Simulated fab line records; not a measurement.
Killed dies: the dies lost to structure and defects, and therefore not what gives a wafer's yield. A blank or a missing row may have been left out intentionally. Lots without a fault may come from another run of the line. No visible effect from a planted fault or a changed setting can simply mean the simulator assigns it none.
Chamber matching :: flow gf180mcu :: GF_CONTACT_CVD_02 on pecvd-02 has 3 sister chambers
The step deposits SiO2 from TEOS, target thk 860 nm, time 95.992 s. 3 wafers are shown with their chamber, then 8 later ones without.

## WAFERS PAIRED WITH THEIR CHAMBERS
wafer: L978.2
chamber: 1
heaterPowerW (W): 483

wafer: L978.4
chamber: 0
heaterPowerW (W): 650

wafer: L979.1
chamber: 2
heaterPowerW (W): 576

## WAFERS WHOSE CHAMBER IS MISSING
wafer: L979.3
heaterPowerW (W): 604

wafer: L979.5
heaterPowerW (W): 652

wafer: L986.2
heaterPowerW (W): 698

wafer: L986.4
heaterPowerW (W): 548

wafer: L986.5
heaterPowerW (W): 669

wafer: L988.1
heaterPowerW (W): 626

wafer: L988.3
heaterPowerW (W): 677

wafer: L988.4
heaterPowerW (W): 668

## THE CHAMBER EACH PASSED THROUGH
wafer: L979.3
from the rows above: can't be placed: 2 or 0
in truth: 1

wafer: L979.5
from the rows above: 0
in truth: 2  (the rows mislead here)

wafer: L986.2
from the rows above: 0
in truth: 0

wafer: L986.4
from the rows above: can't be placed: 2 or 1
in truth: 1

wafer: L986.5
from the rows above: 0
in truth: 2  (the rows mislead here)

wafer: L988.1
from the rows above: can't be placed: 0 or 2
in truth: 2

wafer: L988.3
from the rows above: 0
in truth: 0

wafer: L988.4
from the rows above: 0
in truth: 0
3 of 8 placed correctly. Not placeable from these rows: 3 (in 2, the candidates include the true chamber). Number placed wrongly: 2.
How it was worked out, from the rows above alone: a wafer's distance from a chamber is the root of the sum, over the readings, of the square of ((its reading less the chamber's mean) divided by the reading's scatter). The wafer belongs to the nearest chamber; if the next one is less than 2 further off, it can't be placed. Each chamber's mean is taken over the wafers shown for it. The scatter (one wafer shown for each chamber): square how far every hidden wafer sits from the nearest shown wafer, average those squares and take the square root.
